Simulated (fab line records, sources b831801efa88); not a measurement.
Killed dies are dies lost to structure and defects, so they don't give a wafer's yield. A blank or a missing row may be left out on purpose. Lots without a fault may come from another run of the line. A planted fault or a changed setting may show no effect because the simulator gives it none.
Which tool did it? | flow gf180mcu | 12 lots, 36 wafers sampled, at 5 steps of a route of 602

WHAT THE GAUGES READ, wafer by wafer
GF_M1_OVL_MEAS_15. Usual: M1_OVL 1 nm, standard deviation 4.7.
lot  | measured     | on         | M1_OVL (nm) | flag
L791 | day 16 23:05 | overlay-01 | -12 -10 -11 |
L793 | day 17 20:01 | overlay-01 | 6 1 2       |
L795 | day 18 17:59 | overlay-01 | -5 -1 2     |
L796 | day 18 23:56 | overlay-02 | 8 6 4       |
L798 | day 19 18:41 | overlay-02 | -2 3 3      |
L802 | day 21 10:43 | overlay-01 | 6 2 2       |
L803 | day 21 14:49 | overlay-01 | 0 -4 0      |
L806 | day 22 17:25 | overlay-02 | 9 2 12      |
L807 | day 23 00:58 | overlay-01 | -2 0 3      |
L810 | day 23 23:05 | overlay-01 | -3 -2 -5    |
L813 | day 24 20:43 | overlay-01 | 9 7 6       |
L814 | day 25 04:43 | overlay-01 | 4 5 3       |

GF_V1_BOW_MEAS_05. Usual: V1_BOW 81 um, standard deviation 7.8.
lot  | measured     | on            | V1_BOW (um) | flag
L791 | day 17 00:39 | film_metro-03 | 88 94 85    |
L793 | day 17 21:17 | film_metro-01 | 78 77 83    |
L795 | day 18 19:16 | film_metro-01 | 82 74 67    |
L796 | day 19 01:14 | film_metro-01 | 83 83 79    |
L798 | day 19 20:02 | film_metro-01 | 85 84 69    |
L802 | day 21 12:01 | film_metro-01 | 63 56 70    |
L803 | day 21 16:05 | film_metro-03 | 59 60 54    |
L806 | day 22 18:41 | film_metro-01 | 88 77 68    |
L807 | day 23 02:14 | film_metro-01 | 85 90 95    |
L810 | day 24 00:21 | film_metro-03 | 67 84 62    |
L813 | day 24 22:02 | film_metro-01 | 86 91 83    |
L814 | day 25 06:01 | film_metro-04 | 73 74 69    |

WHICH TOOL RAN EACH LOT (tool, then ch and the chambers of the sampled wafers, then the start)
lot  | GF_M1_SPUTTER_00             | GF_M1_SPUTTER_01             | GF_V1_CVD_02
L791 | pvd_sputter-03, day 16 00:35 | pvd_sputter-03, day 16 00:41 | pecvd-04 ch 0,1,2, day 16 23:57
L793 | pvd_sputter-01, day 16 20:47 | pvd_sputter-01, day 16 20:53 | pecvd-04 ch 1,2, day 17 20:50
L795 | pvd_sputter-02, day 17 17:45 | pvd_sputter-02, day 17 17:51 | pecvd-04 ch 0,1,2, day 18 18:48
L796 | pvd_sputter-02, day 18 00:05 | pvd_sputter-02, day 18 00:11 | pecvd-03 ch 0,1,2, day 19 00:48
L798 | pvd_sputter-03, day 18 17:35 | pvd_sputter-03, day 18 17:41 | pecvd-02 ch 0,1,2, day 19 19:31
L802 | pvd_sputter-02, day 20 10:11 | pvd_sputter-02, day 20 10:17 | pecvd-03 ch 1,2, day 21 11:32
L803 | pvd_sputter-02, day 20 14:40 | pvd_sputter-02, day 20 14:46 | pecvd-04 ch 1,2, day 21 15:40
L806 | pvd_sputter-03, day 21 17:25 | pvd_sputter-03, day 21 18:01 | pecvd-03 ch 0,1,2, day 22 18:15
L807 | pvd_sputter-02, day 22 01:56 | pvd_sputter-02, day 22 02:02 | pecvd-04 ch 0,1, day 23 01:47
L810 | pvd_sputter-02, day 23 00:29 | pvd_sputter-02, day 23 00:35 | pecvd-04 ch 0,1, day 23 23:54
L813 | pvd_sputter-02, day 23 22:20 | pvd_sputter-02, day 23 22:26 | pecvd-03 ch 0,1, day 24 21:34
L814 | pvd_sputter-03, day 24 06:45 | pvd_sputter-03, day 24 06:51 | pecvd-02 ch 0,2, day 25 05:35
- GF_M1_SPUTTER_00: material Ti, target thk 37.5 nm, time 150 s.
- GF_M1_SPUTTER_01: material TiN, target thk 30 nm, time 25 s.
- GF_V1_CVD_02: deposits SiO2 from TEOS, target thk 850 nm, time 94.851 s.

WHAT THE TOOLS THEMSELVES READ (means of the sampled wafers that have a number; where no wafer has one, the mark that the record gives instead)
GF_M1_SPUTTER_00. Usual: chamber_pressure_pa 2.000 Pa, standard deviation 0.0042; throttle_valve_pct 29.6 %, standard deviation 1.2.
lot  | tool           | chamber_pressure_pa (Pa) | throttle_valve_pct (%) | flag
L791 | pvd_sputter-03 | 1.997                    | 29.8                   |
L793 | pvd_sputter-01 | 2.001                    | 28.7                   |
L795 | pvd_sputter-02 | 1.999                    | 30.7                   |
L796 | pvd_sputter-02 | 1.999                    | 31.2                   |
L798 | pvd_sputter-03 | 2.002                    | 29.3                   |
L802 | pvd_sputter-02 | 1.997                    | 29.5                   |
L803 | pvd_sputter-02 | 2.000                    | 28.8                   |
L806 | pvd_sputter-03 | 2.005                    | 29.1                   |
L807 | pvd_sputter-02 | 2.001                    | 29.0                   |
L810 | pvd_sputter-02 | 2.000                    | 29.8                   |
L813 | pvd_sputter-02 | 2.002                    | 31.3                   |
L814 | pvd_sputter-03 | 2.003                    | 29.8                   |

GF_M1_SPUTTER_01. Usual: chamber_pressure_pa 0.4000 Pa, standard deviation 0.00084; throttle_valve_pct 29.6 %, standard deviation 1.2.
lot  | tool           | chamber_pressure_pa (Pa) | throttle_valve_pct (%) | flag
L791 | pvd_sputter-03 | 0.4000                   | 29.7                   |
L793 | pvd_sputter-01 | 0.4000                   | 28.9                   |
L795 | pvd_sputter-02 | 0.3998                   | 30.8                   |
L796 | pvd_sputter-02 | 0.3998                   | 31.2                   |
L798 | pvd_sputter-03 | 0.3998                   | 29.2                   |
L802 | pvd_sputter-02 | 0.3996                   | 29.5                   |
L803 | pvd_sputter-02 | 0.4002                   | 28.8                   |
L806 | pvd_sputter-03 | 0.3994                   | 29.2                   |
L807 | pvd_sputter-02 | 0.3997                   | 28.8                   |
L810 | pvd_sputter-02 | 0.4009                   | 29.8                   |
L813 | pvd_sputter-02 | 0.3992                   | 31.3                   |
L814 | pvd_sputter-03 | 0.4002                   | 29.7                   |

GF_V1_CVD_02. Usual: heater_power_outer_w 393 W, standard deviation 50; heater_power_w 707 W, standard deviation 78.
lot  | tool     | heater_power_outer_w (W) | heater_power_w (W) | flag
L791 | pecvd-04 | 407                      | 720                |
L793 | pecvd-04 | 390                      | 683                |
L795 | pecvd-04 | 392                      | 695                |
L796 | pecvd-03 | 383                      | 723                |
L798 | pecvd-02 | 348                      | 635                |
L802 | pecvd-03 | -                        | -                  | OFF
L803 | pecvd-04 | -                        | -                  | OFF
L806 | pecvd-03 | 437                      | 778                |
L807 | pecvd-04 | 383                      | 693                |
L810 | pecvd-04 | 432                      | 755                |
L813 | pecvd-03 | 447                      | 831                |
L814 | pecvd-02 | 379                      | 649                |

THE ANSWER, worked out from the rows above alone
Rule: a lot is off if the mean of its wafers that have a number lies more than 3 standard deviations from the usual mean. A lot without any number at a reading at which 4 lots or more have one is off too. The other lots that the step has rows for count as sound. The gauges are gone through in route order, then the tools' own readings, and for those a lot's mean is taken as printed above. The first step at which some lot is off is used, and at that step the reading that is off furthest; a lot without a number counts as furthest.
Off: L802, L803, at GF_V1_CVD_02 (heater_power_outer_w). Without a number there: L802, L803.
A tool fits if, at that step or a process step before it, it ran every lot that is off, and no sound lot after the first of them. None of those tried fits.

WHAT THE SIMULATOR HAD PUT IN
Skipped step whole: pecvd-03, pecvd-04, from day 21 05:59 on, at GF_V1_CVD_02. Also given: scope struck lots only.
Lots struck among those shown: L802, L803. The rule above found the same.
